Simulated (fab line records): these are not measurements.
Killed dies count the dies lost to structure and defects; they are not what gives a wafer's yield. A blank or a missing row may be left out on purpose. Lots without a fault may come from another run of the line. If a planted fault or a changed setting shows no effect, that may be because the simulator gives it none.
fab line records ; flow gf180mcu
record lots=14; wafers=42; lastDay=34
route steps=602 shown LVPWELL@56 MVPSD@89 VT_IMPLANT@99 DUAL_GATE@154
lots untouched by any fault: they come from a run of this same line in which no faults occurred
startH: hours from the record's opening day to when the first of the lot's shown wafers began ; waitH: hours from the lot's prior step to this one ; " the same as in the row above ; L1.1+2: one row covering several wafers at once ; - no value, or no start was given ; * or withheld: withheld ; < > ~ a bound
route shown NAME@n: a module of which the file shows steps, and the number in the route of the first ; usual: mean/standard deviation of fault-free wafers ; same: alike in all rows ; chamber/n: place in a boat ; sites: the reading at each site ; _std_site: standard deviation of those values ; _edge_site: mean of outer sites minus mean of inner sites ; radiusMm: for every site, how far away it sits from the centre of the wafer ; mask NAME#n: copy n ; behind: tool/chamber where the wafer was last shaped ; hold: cause of the lot's hold/its duration in hours/its outcome ; device: transistor that didn't switch, given as n, p or np ; end of line: the route-end tests of the same wafers ; for a step that has no rows: nothing shown but its recipe ; killed: dies lost to structure and defects at the first sort, not the wafer's yield ; map: the dies of a wafer, with x for killed, . for not killed, _ for no die there
set.NAME: setting as actually run; set.NAME@STEP: the setting as run at that earlier step ; model.NAME: the simulator's own value behind a step, which no gauge read
the route's steps for a sample of lots (tables are steps, rows are wafers)
services: the hour from which a tool's chamber was out of use, counted from the record's first day as startH (under 0 if before that day), plus the number of hours and why
## steps
# step GF_LVPWELL_COAT_02
# recipe spinRpm=2000; resistThkNm=3000
# usual chillPlateTempC=22.99/0.11; dispensePressureKPa=49/3
lot.wafer;tool;chamber;startH;waitH;chillPlateTempC;dispensePressureKPa
L573.4;lithoTrack-03;0;73.56;0.1;22.90;47
L573.5;lithoTrack-03;0;73.56;0.1;22.87;47
L573.6;lithoTrack-03;0;73.56;0.1;23.11;47
L572.1;lithoTrack-02;0;75.21;0.1;22.95;48
L572.3;lithoTrack-02;0;75.21;0.1;23.10;48
L572.6;lithoTrack-02;0;75.21;0.1;22.96;48
L574.1;lithoTrack-03;0;81.64;0.1;23.25;46
L574.3;lithoTrack-03;0;81.64;0.1;23.12;47
L574.4;lithoTrack-03;0;81.64;0.1;23.10;47
L576.1;lithoTrack-01;0;85.49;0.1;22.96;54
L576.2;lithoTrack-01;0;85.49;0.1;22.77;54
L576.4;lithoTrack-01;0;85.49;0.1;22.92;54
L575.1;lithoTrack-01;0;86.74;0.1;22.85;54
L575.5;lithoTrack-01;0;86.74;0.1;22.87;54
L575.6;lithoTrack-01;0;86.74;0.1;22.79;54
L577.2;lithoTrack-01;0;93.57;0.1;23.00;54
L577.4;lithoTrack-01;0;93.57;0.1;22.95;54
L577.5;lithoTrack-01;0;93.57;0.1;22.93;54
L578.1;lithoTrack-02;-;97.11;0.1;-;-
L578.4;lithoTrack-02;-;97.11;0.1;-;-
L578.5;lithoTrack-02;-;97.11;0.1;-;-
L579.1;lithoTrack-03;-;105.24;0.1;-;-
L579.2;lithoTrack-03;-;105.24;0.1;-;-
L579.3;lithoTrack-03;-;105.24;0.1;-;-
L580.3;lithoTrack-02;-;106.56;0.1;-;-
L580.4;lithoTrack-02;-;106.56;0.1;-;-
L580.6;lithoTrack-02;-;106.56;0.1;-;-
L581.2;lithoTrack-03;0;110.56;0.1;23.01;46
L581.4;lithoTrack-03;0;110.56;0.1;22.98;46
L581.6;lithoTrack-03;0;110.56;0.1;22.92;47
L589.3;lithoTrack-02;0;167.36;0.1;22.98;48
L589.5;lithoTrack-02;0;167.36;0.1;23.05;48
L589.6;lithoTrack-02;0;167.36;0.1;23.01;48
L590.1;lithoTrack-01;0;176.09;0.1;23.00;54
L590.2;lithoTrack-01;0;176.09;0.1;23.09;54
L590.6;lithoTrack-01;0;176.09;0.1;23.03;54
L591.1;lithoTrack-03;0;177.28;0.1;23.22;47
L591.2;lithoTrack-03;0;177.28;0.1;23.12;46
L591.4;lithoTrack-03;0;177.28;0.1;23.09;47
L592.2;lithoTrack-03;0;187.91;0.1;23.02;46
L592.5;lithoTrack-03;0;187.91;0.1;23.05;47
L592.6;lithoTrack-03;0;187.91;0.1;23.03;47
# step GF_LVPWELL_OVL_MEAS_07
# usual LVPWELL_OVL=0.7/1.3
lot.wafer;tool;chamber;startH;waitH;LVPWELL_OVL[nm]
L573.4;overlay-01;-;80.15;-;2.7
L573.5;overlay-01;-;80.15;-;2.4
L573.6;overlay-01;-;80.15;-;1.1
L572.1;overlay-02;-;82.39;-;1.3
L572.3;overlay-02;-;82.39;-;2.3
L572.6;overlay-02;-;82.39;-;-0.9
L574.1;overlay-02;-;88.71;-;-0.2
L574.3;overlay-02;-;88.71;-;-0.1
L574.4;overlay-02;-;88.71;-;-0.5
L576.1;overlay-01;-;92.29;-;-0.5
L576.2;overlay-01;-;92.29;-;0.8
L576.4;overlay-01;-;92.29;-;0.0
L575.1;overlay-02;-;93.69;-;2.5
L575.5;overlay-02;-;93.69;-;2.8
L575.6;overlay-02;-;93.69;-;3.6
L577.2;overlay-02;-;100.15;-;3.8
L577.4;overlay-02;-;100.15;-;2.5
L577.5;overlay-02;-;100.15;-;1.7
L578.1;overlay-01;-;104.61;-;-
L578.4;overlay-01;-;104.61;-;-
L578.5;overlay-01;-;104.61;-;-
L579.1;overlay-02;-;112.61;-;-
L579.2;overlay-02;-;112.61;-;-
L579.3;overlay-02;-;112.61;-;-
L580.3;overlay-02;-;113.92;-;-
L580.4;overlay-02;-;113.92;-;-
L580.6;overlay-02;-;113.92;-;-
L581.2;overlay-02;-;117.64;-;0.6
L581.4;overlay-02;-;117.64;-;1.2
L581.6;overlay-02;-;117.64;-;0.7
L589.3;overlay-01;-;175.75;-;1.2
L589.5;overlay-01;-;175.75;-;-1.7
L589.6;overlay-01;-;175.75;-;-0.9
L590.1;overlay-02;-;184.76;-;0.8
L590.2;overlay-02;-;184.76;-;3.8
L590.6;overlay-02;-;184.76;-;1.9
L591.1;overlay-01;-;185.81;-;0.4
L591.2;overlay-01;-;185.81;-;2.0
L591.4;overlay-01;-;185.81;-;1.2
L592.2;overlay-01;-;195.91;-;-0.3
L592.5;overlay-01;-;195.91;-;-1.3
L592.6;overlay-01;-;195.91;-;-0.2
# step GF_MVPSD_TW_MEAS_11
# usual MVPSD_TW=549/10
lot.wafer;tool;chamber;startH;waitH;MVPSD_TW
L573.4;filmMetro-02;-;109.21;0.1;542
L573.5;filmMetro-02;-;109.21;0.1;540
L573.6;filmMetro-02;-;109.21;0.1;541
L572.1;filmMetro-01;-;111.43;0.1;549
L572.3;filmMetro-01;-;111.43;0.1;548
L572.6;filmMetro-01;-;111.43;0.1;551
L574.1;filmMetro-03;-;117.34;0.1;563
L574.3;filmMetro-03;-;117.34;0.1;565
L574.4;filmMetro-03;-;117.34;0.1;564
L576.1;filmMetro-03;-;120.65;0.1;562
L576.2;filmMetro-03;-;120.65;0.1;564
L576.4;filmMetro-03;-;120.65;0.1;562
L575.1;filmMetro-01;-;120.74;0.1;545
L575.5;filmMetro-01;-;120.74;0.1;545
L575.6;filmMetro-01;-;120.74;0.1;547
L577.2;filmMetro-01;-;129.41;0.1;547
L577.4;filmMetro-01;-;129.41;0.1;549
L577.5;filmMetro-01;-;129.41;0.1;546
L578.1;filmMetro-03;-;132.95;0.1;701
L578.4;filmMetro-03;-;132.95;0.1;701
L578.5;filmMetro-03;-;132.95;0.1;699
L579.1;filmMetro-03;-;142.03;0.1;703
L579.2;filmMetro-03;-;142.03;0.1;705
L579.3;filmMetro-03;-;142.03;0.1;702
L580.3;filmMetro-03;-;143.47;0.1;702
L580.4;filmMetro-03;-;143.47;0.1;702
L580.6;filmMetro-03;-;143.47;0.1;703
L581.2;filmMetro-02;-;146.75;0.1;537
L581.4;filmMetro-02;-;146.75;0.1;535
L581.6;filmMetro-02;-;146.75;0.1;535
L589.3;filmMetro-03;-;210.84;0.1;562
L589.5;filmMetro-03;-;210.84;0.1;561
L589.6;filmMetro-03;-;210.84;0.1;560
L590.1;filmMetro-01;-;221.14;0.1;547
L590.2;filmMetro-01;-;221.14;0.1;547
L590.6;filmMetro-01;-;221.14;0.1;548
L591.1;filmMetro-03;-;221.49;0.1;563
L591.2;filmMetro-03;-;221.49;0.1;562
L591.4;filmMetro-03;-;221.49;0.1;562
L592.2;filmMetro-01;-;231.90;0.1;547
L592.5;filmMetro-01;-;231.90;0.1;549
L592.6;filmMetro-01;-;231.90;0.1;546
# step GF_VT_IMPLANT_STRIP_09
# recipe chemistry=O2/N2; powerW=1400; pressureMtorr=1500; platenTempC=250; o2FlowSccm=3000; n2FlowSccm=300; overashFraction=0.5
# usual drypumpMotorCurrentA=5.68/0.22; heaterPowerW=322/39; n2FlowSccm=300.1/1.4; oesProductAu=0.716/0.0045; stripTimeToEndpointS=12.63/0.034
# same overashFraction=0.5
lot.wafer;tool;chamber;startH;waitH;drypumpMotorCurrentA;heaterPowerW;n2FlowSccm;oesProductAu;rfHoursCounterH;stripTimeToEndpointS
L573.4;plasmaAsher-04;0;123.36;0.1;5.63;309;300.5;0.725;-;12.58
L573.5;plasmaAsher-04;0;123.36;0.1;5.62;318;300.2;0.716;-;12.60
L573.6;plasmaAsher-04;1;123.36;0.1;5.75;397;300.6;0.709;-;12.64
L572.1;plasmaAsher-04;1;125.23;0.1;5.73;408;299.9;0.714;1;12.62
L572.3;plasmaAsher-04;0;125.23;0.1;5.66;316;300.8;0.719;-;12.59
L572.6;plasmaAsher-04;1;125.23;0.1;5.71;393;300.4;0.711;-;12.62
L574.1;plasmaAsher-02;1;131.07;0.1;5.76;328;299.6;0.715;49;12.66
L574.3;plasmaAsher-02;0;131.07;0.1;5.23;316;300.0;0.721;-;12.66
L574.4;plasmaAsher-02;1;131.07;0.1;5.76;325;299.4;0.716;-;12.68
L576.1;plasmaAsher-04;1;134.17;0.1;5.73;412;298.6;0.711;2;12.62
L576.2;plasmaAsher-04;0;134.17;0.1;5.62;301;299.3;0.710;2;12.62
L576.4;plasmaAsher-04;0;134.17;0.1;5.64;310;300.2;0.723;-;12.63
L575.1;plasmaAsher-01;0;134.63;0.1;5.97;293;299.9;0.715;50;12.66
L575.5;plasmaAsher-01;1;134.63;0.1;5.51;311;299.8;0.714;-;12.62
L575.6;plasmaAsher-01;0;134.63;0.1;5.95;298;300.6;0.714;-;12.61
L577.2;plasmaAsher-01;0;143.57;0.1;5.98;287;299.6;0.716;50;12.60
L577.4;plasmaAsher-01;1;143.57;0.1;5.50;303;300.5;0.717;-;12.63
L577.5;plasmaAsher-01;1;143.57;0.1;5.51;303;300.6;0.718;-;12.61
L578.1;plasmaAsher-02;0;147.42;0.1;5.24;315;299.0;0.717;51;12.63
L578.4;plasmaAsher-02;1;147.42;0.1;5.76;318;301.1;0.712;-;12.63
L578.5;plasmaAsher-02;0;147.42;0.1;5.23;310;299.1;0.719;-;12.61
L579.1;plasmaAsher-04;1;156.52;0.1;5.75;403;298.5;0.714;4;12.69
L579.2;plasmaAsher-04;0;156.52;0.1;5.64;307;299.5;0.718;4;12.66
L579.3;plasmaAsher-04;0;156.52;0.1;5.64;312;300.3;0.716;-;12.68
L580.3;plasmaAsher-02;1;157.82;0.1;5.75;331;300.3;0.709;-;12.68
L580.4;plasmaAsher-02;0;157.82;0.1;5.25;308;300.3;0.718;-;12.65
L580.6;plasmaAsher-02;0;157.82;0.1;5.23;311;299.0;0.720;-;12.67
L581.2;plasmaAsher-02;0;161.53;0.1;5.24;311;299.7;0.718;53;12.64
L581.4;plasmaAsher-02;1;161.53;0.1;5.75;321;297.9;0.713;-;12.61
L581.6;plasmaAsher-02;0;161.53;0.1;5.24;312;299.0;0.719;-;12.59
L589.3;plasmaAsher-04;1;229.35;0.1;5.73;417;298.4;0.720;-;12.68
L589.5;plasmaAsher-04;0;229.35;0.1;5.65;306;300.3;0.716;-;12.65
L589.6;plasmaAsher-04;1;229.35;0.1;5.75;397;299.7;0.721;-;12.66
L590.1;plasmaAsher-01;0;239.12;0.1;6.03;289;298.5;0.712;61;12.64
L590.2;plasmaAsher-01;1;239.12;0.1;5.52;306;300.0;0.714;61;12.71
L590.6;plasmaAsher-01;0;239.12;0.1;5.96;299;301.0;0.713;-;12.60
L591.1;plasmaAsher-01;1;239.49;0.1;5.51;306;312.3;0.709;61;12.62
L591.2;plasmaAsher-01;0;239.49;0.1;6.00;289;301.5;0.718;61;12.61
L591.4;plasmaAsher-01;1;239.49;0.1;5.50;300;301.2;0.713;-;12.56
L592.2;plasmaAsher-04;1;250.62;0.1;5.76;399;301.8;0.707;12;12.67
L592.5;plasmaAsher-04;0;250.62;0.1;5.63;303;300.1;0.720;-;12.72
L592.6;plasmaAsher-04;1;250.62;0.1;5.74;406;301.0;0.713;-;12.68
# step GF_VT_IMPLANT_TW_MEAS_10
# usual VT_IMPLANT_TW=554/5.7
lot.wafer;tool;chamber;startH;waitH;VT_IMPLANT_TW
L573.4;filmMetro-04;-;123.46;0.1;557
L573.5;filmMetro-04;-;123.46;0.1;558
L573.6;filmMetro-04;-;123.46;0.1;556
L572.1;filmMetro-01;-;125.33;0.1;561
L572.3;filmMetro-01;-;125.33;0.1;560
L572.6;filmMetro-01;-;125.33;0.1;554
L574.1;filmMetro-02;-;131.17;0.1;542
L574.3;filmMetro-02;-;131.17;0.1;544
L574.4;filmMetro-02;-;131.17;0.1;543
L576.1;filmMetro-02;-;134.27;0.1;543
L576.2;filmMetro-02;-;134.27;0.1;543
L576.4;filmMetro-02;-;134.27;0.1;546
L575.1;filmMetro-04;-;134.73;0.1;552
L575.5;filmMetro-04;-;134.73;0.1;557
L575.6;filmMetro-04;-;134.73;0.1;557
L577.2;filmMetro-02;-;143.68;0.1;546
L577.4;filmMetro-02;-;143.68;0.1;544
L577.5;filmMetro-02;-;143.68;0.1;545
L578.1;filmMetro-04;-;147.52;0.1;690
L578.4;filmMetro-04;-;147.52;0.1;688
L578.5;filmMetro-04;-;147.52;0.1;684
L579.1;filmMetro-01;-;156.62;0.1;691
L579.2;filmMetro-01;-;156.62;0.1;694
L579.3;filmMetro-01;-;156.62;0.1;691
L580.3;filmMetro-04;-;157.91;0.1;691
L580.4;filmMetro-04;-;157.91;0.1;687
L580.6;filmMetro-04;-;157.91;0.1;686
L581.2;filmMetro-02;-;161.64;0.1;544
L581.4;filmMetro-02;-;161.64;0.1;545
L581.6;filmMetro-02;-;161.64;0.1;544
L589.3;filmMetro-04;-;229.44;0.1;556
L589.5;filmMetro-04;-;229.44;0.1;559
L589.6;filmMetro-04;-;229.44;0.1;558
L590.1;filmMetro-04;-;239.22;0.1;562
L590.2;filmMetro-04;-;239.22;0.1;560
L590.6;filmMetro-04;-;239.22;0.1;556
L591.1;filmMetro-04;-;239.59;0.1;557
L591.2;filmMetro-04;-;239.59;0.1;561
L591.4;filmMetro-04;-;239.59;0.1;558
L592.2;filmMetro-04;-;250.73;0.1;558
L592.5;filmMetro-04;-;250.73;0.1;560
L592.6;filmMetro-04;-;250.73;0.1;556
# step GF_VT_IMPLANT_STRIP_20
# recipe chemistry=O2/N2; powerW=1400; pressureMtorr=1500; platenTempC=250; o2FlowSccm=3000; n2FlowSccm=300; overashFraction=0.5
# usual drypumpMotorCurrentA=5.63/0.24; heaterPowerW=324/35; n2FlowSccm=300.0/0.85; oesProductAu=0.715/0.004; stripTimeToEndpointS=12.62/0.035
# same overashFraction=0.5
lot.wafer;tool;chamber;startH;waitH;drypumpMotorCurrentA;heaterPowerW;n2FlowSccm;oesProductAu;rfHoursCounterH;stripTimeToEndpointS
L573.4;plasmaAsher-04;1;137.07;0.1;5.76;397;300.8;0.714;-;12.61
L573.5;plasmaAsher-04;1;137.07;0.1;5.76;403;300.7;0.711;-;12.62
L573.6;plasmaAsher-04;0;137.07;0.1;5.65;301;300.2;0.706;-;12.64
L572.1;plasmaAsher-01;0;138.57;0.1;6.03;283;300.7;0.713;50;12.64
L572.3;plasmaAsher-01;1;138.57;0.1;5.54;297;298.9;0.710;-;12.66
L572.6;plasmaAsher-01;0;138.57;0.1;6.04;294;301.1;0.722;-;12.64
L574.1;plasmaAsher-01;0;145.27;0.1;5.96;291;300.7;0.720;50;12.66
L574.3;plasmaAsher-01;1;145.27;0.1;5.51;305;299.2;0.709;-;12.65
L574.4;plasmaAsher-01;0;145.27;0.1;5.98;294;298.5;0.715;-;12.68
L576.1;plasmaAsher-02;0;148.53;0.1;5.24;308;300.6;0.719;51;12.59
L576.2;plasmaAsher-02;1;148.53;0.1;5.77;321;299.5;0.715;51;12.62
L576.4;plasmaAsher-02;0;148.53;0.1;5.24;315;302.3;0.716;-;12.59
L575.1;plasmaAsher-04;1;149.04;0.1;5.74;411;299.6;0.717;3;12.63
L575.5;plasmaAsher-04;1;149.04;0.1;5.75;398;301.5;0.708;-;12.65
L575.6;plasmaAsher-04;0;149.04;0.1;5.62;309;299.6;0.717;-;12.62
L577.2;plasmaAsher-04;1;158.02;0.1;5.75;410;300.6;0.717;4;12.62
L577.4;plasmaAsher-04;0;158.02;0.1;5.65;304;298.6;0.714;-;12.64
L577.5;plasmaAsher-04;1;158.02;0.1;5.72;408;300.7;0.716;-;12.63
L578.1;plasmaAsher-02;0;162.29;0.1;5.22;317;298.7;0.716;53;12.58
L578.4;plasmaAsher-02;1;162.29;0.1;5.75;330;299.1;0.715;-;12.64
L578.5;plasmaAsher-02;1;162.29;0.1;5.75;325;300.0;0.713;-;12.58
L579.1;plasmaAsher-01;0;171.58;0.1;5.97;291;298.9;0.718;53;12.61
L579.2;plasmaAsher-01;1;171.58;0.1;5.55;302;300.5;0.719;53;12.63
L579.3;plasmaAsher-01;1;171.58;0.1;5.53;308;300.1;0.715;-;12.61
L580.3;plasmaAsher-01;0;173.15;0.1;6.02;292;300.0;0.716;-;12.62
L580.4;plasmaAsher-01;1;173.15;0.1;5.53;308;299.6;0.707;-;12.63
L580.6;plasmaAsher-01;0;173.15;0.1;6.02;294;300.7;0.722;-;12.61
L581.2;plasmaAsher-04;1;178.09;0.1;5.74;404;299.2;0.718;6;12.63
L581.4;plasmaAsher-04;0;178.09;0.1;5.62;306;301.3;0.706;-;12.56
L581.6;plasmaAsher-04;0;178.09;0.1;5.65;316;299.3;0.718;-;12.56
L589.3;plasmaAsher-01;1;247.52;0.1;5.53;304;300.2;0.715;-;12.64
L589.5;plasmaAsher-01;0;247.52;0.1;5.99;287;302.5;0.711;-;12.61
L589.6;plasmaAsher-01;1;247.52;0.1;5.49;304;300.7;0.718;-;12.65
L590.1;plasmaAsher-02;0;257.72;0.1;5.25;300;299.3;0.714;64;12.67
L590.2;plasmaAsher-02;1;257.72;0.1;5.76;333;301.4;0.717;64;12.61
L590.6;plasmaAsher-02;1;257.72;0.1;5.75;319;302.2;0.712;-;12.58
L591.1;plasmaAsher-01;0;258.22;0.1;6.03;289;299.4;0.719;64;12.61
L591.2;plasmaAsher-01;1;258.22;0.1;5.53;303;301.2;0.719;64;12.59
L591.4;plasmaAsher-01;1;258.22;0.1;5.51;307;300.2;0.712;-;12.61
L592.2;plasmaAsher-04;1;269.57;0.1;5.73;399;299.3;0.712;14;12.65
L592.5;plasmaAsher-04;1;269.57;0.1;5.76;410;300.4;0.716;-;12.67
L592.6;plasmaAsher-04;0;269.57;0.1;5.65;304;299.6;0.722;-;12.65
# step GF_DUAL_GATE_STRIP_13
# recipe chemistry=O2/N2; powerW=1400; pressureMtorr=1500; platenTempC=250; o2FlowSccm=3000; n2FlowSccm=300; overashFraction=0.5
# usual drypumpMotorCurrentA=5.9/0.34; heaterPowerW=316/34; n2FlowSccm=300.1/0.95; oesProductAu=0.716/0.0047; stripTimeToEndpointS=12.63/0.031
# same overashFraction=0.5
lot.wafer;tool;chamber;startH;waitH;drypumpMotorCurrentA;heaterPowerW;n2FlowSccm;oesProductAu;rfHoursCounterH;stripTimeToEndpointS
L573.4;plasmaAsher-04;1;186.20;0.0;5.7;405;299.7;0.711;-;12.63
L573.5;plasmaAsher-04;0;186.20;0.0;5.7;305;299.1;0.716;-;12.64
L573.6;plasmaAsher-04;1;186.20;0.0;5.7;399;300.1;0.716;-;12.67
L572.1;plasmaAsher-04;0;187.70;0.0;5.6;306;299.5;0.714;7;12.70
L572.3;plasmaAsher-04;1;187.70;0.0;5.7;403;300.0;0.721;-;12.69
L572.6;plasmaAsher-04;0;187.70;0.0;5.7;306;301.0;0.708;-;12.65
L574.1;plasmaAsher-03;0;194.72;0.0;5.9;313;301.2;0.715;40;12.68
L574.3;plasmaAsher-03;0;194.72;0.0;5.9;315;299.8;0.719;-;12.66
L574.4;plasmaAsher-03;1;194.72;0.0;6.6;301;299.4;0.718;-;12.67
L575.1;plasmaAsher-04;0;200.20;0.0;5.6;314;299.6;0.719;8;12.65
L575.5;plasmaAsher-04;1;200.20;0.0;5.7;405;301.7;0.708;-;12.62
L575.6;plasmaAsher-04;0;200.20;0.0;5.6;298;300.2;0.713;-;12.63
L576.1;plasmaAsher-03;1;200.53;0.0;6.6;301;298.9;0.722;40;12.68
L576.2;plasmaAsher-03;0;200.53;0.0;5.9;314;300.5;0.722;40;12.65
L576.4;plasmaAsher-03;0;200.53;0.0;5.9;316;298.8;0.715;-;12.64
L577.2;plasmaAsher-01;0;209.22;0.0;5.9;296;299.9;0.715;57;12.60
L577.4;plasmaAsher-01;1;209.22;0.0;5.5;305;299.3;0.710;-;12.65
L577.5;plasmaAsher-01;0;209.22;0.0;6.0;293;299.1;0.719;-;12.64
L578.1;plasmaAsher-01;0;217.47;0.0;6.0;295;299.6;0.716;58;12.61
L578.4;plasmaAsher-01;1;217.47;0.0;5.5;305;300.5;0.711;-;12.62
L578.5;plasmaAsher-01;1;217.47;0.0;5.5;301;299.5;0.709;-;12.62
L579.1;plasmaAsher-03;1;225.65;0.0;6.6;309;298.3;0.712;42;12.65
L579.2;plasmaAsher-03;0;225.65;0.0;5.9;322;299.6;0.719;42;12.66
L579.3;plasmaAsher-03;1;225.65;0.0;6.6;301;297.5;0.712;-;12.62
L580.3;plasmaAsher-04;0;227.69;0.0;5.6;316;298.6;0.707;-;12.66
L580.4;plasmaAsher-04;1;227.69;0.0;5.7;390;300.2;0.712;-;12.64
L580.6;plasmaAsher-04;1;227.69;0.0;5.7;404;300.1;0.724;-;12.67
L581.2;plasmaAsher-04;1;232.95;0.0;5.7;410;301.6;0.711;12;12.61
L581.4;plasmaAsher-04;0;232.95;0.0;5.7;303;298.6;0.725;-;12.56
L581.6;plasmaAsher-04;0;232.95;0.0;5.7;311;299.7;0.717;-;12.61
L589.3;plasmaAsher-03;0;309.68;0.0;5.9;317;301.1;0.718;-;12.62
L589.5;plasmaAsher-03;1;309.68;0.0;6.5;300;301.2;0.711;-;12.60
L589.6;plasmaAsher-03;0;309.68;0.0;5.9;317;301.4;0.718;-;12.64
L590.1;plasmaAsher-01;1;319.16;0.0;5.5;300;301.5;0.706;70;12.62
L590.2;plasmaAsher-01;0;319.16;0.0;6.0;298;299.4;0.713;70;12.61
L590.6;plasmaAsher-01;1;319.16;0.0;5.5;305;300.5;0.713;-;12.59
L591.1;plasmaAsher-01;1;319.72;0.0;5.5;300;300.4;0.720;70;12.60
L591.2;plasmaAsher-01;0;319.72;0.0;6.0;295;299.7;0.712;70;12.61
L591.4;plasmaAsher-01;1;319.72;0.0;5.5;299;300.9;0.723;-;12.59
L592.2;plasmaAsher-01;1;334.35;0.0;5.5;305;301.6;0.713;72;12.62
L592.5;plasmaAsher-01;1;334.35;0.0;5.5;303;300.8;0.722;-;12.58
L592.6;plasmaAsher-01;0;334.35;0.0;6.0;296;300.0;0.715;-;12.58
## services
tool;chamber;startH;hours;kind
plasmaAsher-02;-;103.24;0.4;repair
plasmaAsher-04;-;108.75;9.0;pm
plasmaAsher-04;0;108.75;9.0;ventCycle
plasmaAsher-04;1;108.75;9.0;ventCycle
plasmaAsher-02;-;109.04;2.8;pm
plasmaAsher-04;0;117.75;-;clean
plasmaAsher-04;1;117.75;-;clean
lithoTrack-03;-;134.45;-;consumableReplace:filter
plasmaAsher-04;-;162.30;2.8;pm
plasmaAsher-03;-;196.21;4.2;repair
plasmaAsher-03;-;210.44;14.3;repair
plasmaAsher-04;-;234.54;15.6;pm
plasmaAsher-03;-;314.91;15.1;repair
plasmaAsher-02;-;317.50;3.6;repair
## key
firstSign step=GF_LVPWELL_COAT_02; reading=toolRecord; direction=missing
effect step=GF_LVPWELL_OVL_MEAS_07; reading=LVPWELL_OVL; direction=missing
effect step=GF_MVPSD_TW_MEAS_11; reading=MVPSD_TW; direction=up; sigmas=15; usual=549; struck=702
effect step=GF_VT_IMPLANT_TW_MEAS_10; reading=VT_IMPLANT_TW; direction=up; sigmas=24; usual=554; struck=689
metAt GF_LVPWELL_COAT_02
struckLots L578,L579,L580
sortLeftOut L578.1,L578.4,L578.5,L579.1,L579.2,L579.3,L580.3,L580.4,L580.6
testerLeftOut L578,L579,L580
notActingAt GF_VT_IMPLANT_STRIP_09,GF_VT_IMPLANT_STRIP_20,GF_DUAL_GATE_STRIP_13
onsetBetween 81.64 97.11
fault kind=skippedStepWhole; tool=lithoTrack-02,lithoTrack-03; chamber=-; onsetH=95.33; steps=GF_LVPWELL_COAT_02; scope=struckLotsOnly
# testerLeftOut: of these lots the tester's yield and bins aren't shown, on N5 and GAA mostly nor the transistor test; their killed dies are dies lost to structure and defects alone, not to doping, threshold or leakage, so they don't give the yield
# sortLeftOut: the simulated sort isn't trusted on such a fault, so these wafers' sort isn't shown, and their yield isn't known
